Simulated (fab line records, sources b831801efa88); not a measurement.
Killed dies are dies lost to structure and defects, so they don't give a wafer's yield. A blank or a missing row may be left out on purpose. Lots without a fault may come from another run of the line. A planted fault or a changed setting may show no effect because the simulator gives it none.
Chamber matching | flow gf180mcu | GF_V3_ETCH_16 on rie_diel-04: 4 sister chambers
The step etches BARC in N2/H2. 16 wafers are shown with their chamber, then 8 later ones without.

WAFERS WITH THEIR CHAMBER
wafer  | chamber | throttle_valve_pct (%) | oes_product_au (a.u.)
L074.1 | 1       | 13.230                 | 0.861
L074.2 | 3       | 13.216                 | 0.858
L074.3 | 2       | 13.226                 | 0.860
L074.4 | 0       | 13.200                 | 0.859
L074.5 | 3       | 13.234                 | 0.854
L074.6 | 2       | 13.231                 | 0.856
L076.2 | 0       | 13.206                 | 0.854
L076.4 | 2       | 13.248                 | 0.865
L076.5 | 1       | 13.222                 | 0.852
L078.1 | 0       | 13.221                 | 0.849
L078.4 | 2       | 13.222                 | 0.864
L078.6 | 1       | 13.219                 | 0.851
L083.1 | 1       | 13.225                 | 0.865
L083.3 | 2       | 13.236                 | 0.854
L083.4 | 3       | 13.228                 | 0.857
L085.1 | 1       | 13.220                 | 0.851

SIGNATURES (means of the wafers above)
reading            | chamber 0 | chamber 1 | chamber 2 | chamber 3 | scatter within a chamber
throttle_valve_pct | 13.20900  | 13.22320  | 13.23260  | 13.22600  | 0.0086
oes_product_au     | 0.85400   | 0.85600   | 0.85980   | 0.85633   | 0.00519
Rule: a wafer's distance from a chamber is the root of the sum, over the readings, of the square of ((its reading less the chamber's mean) divided by the reading's scatter). The wafer belongs to the nearest chamber; if the next one is less than 2 further off, it can't be placed. The scatter: the root of (the sum of the squares of (reading less its chamber's mean) over the shown wafers, divided by (wafers less chambers)).

WAFERS WITHOUT THEIR CHAMBER
wafer  | throttle_valve_pct (%) | oes_product_au (a.u.)
L085.3 | 13.233                 | 0.858
L085.5 | 13.221                 | 0.857
L086.1 | 13.224                 | 0.862
L086.2 | 13.222                 | 0.863
L086.3 | 13.241                 | 0.858
L086.4 | 13.238                 | 0.859
L086.5 | 13.213                 | 0.852
L086.6 | 13.208                 | 0.845

WHICH CHAMBER EACH WENT THROUGH
wafer  | from the rows above               | in truth
L085.3 | can't be placed: 2 or 3 or 1      | 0
L085.5 | can't be placed: 1 or 3 or 2 or 0 | 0
L086.1 | can't be placed: 2 or 3 or 1 or 0 | 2
L086.2 | can't be placed: 1 or 3 or 2 or 0 | 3
L086.3 | can't be placed: 2 or 3 or 1      | 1
L086.4 | can't be placed: 2 or 3 or 1      | 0
L086.5 | can't be placed: 0 or 1 or 3      | 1
L086.6 | can't be placed: 0 or 1 or 3      | 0
Placed correctly: 0 of 8. Can't be placed from these rows: 8 (the true chamber is among the candidates in 6). Placed wrongly: 0.
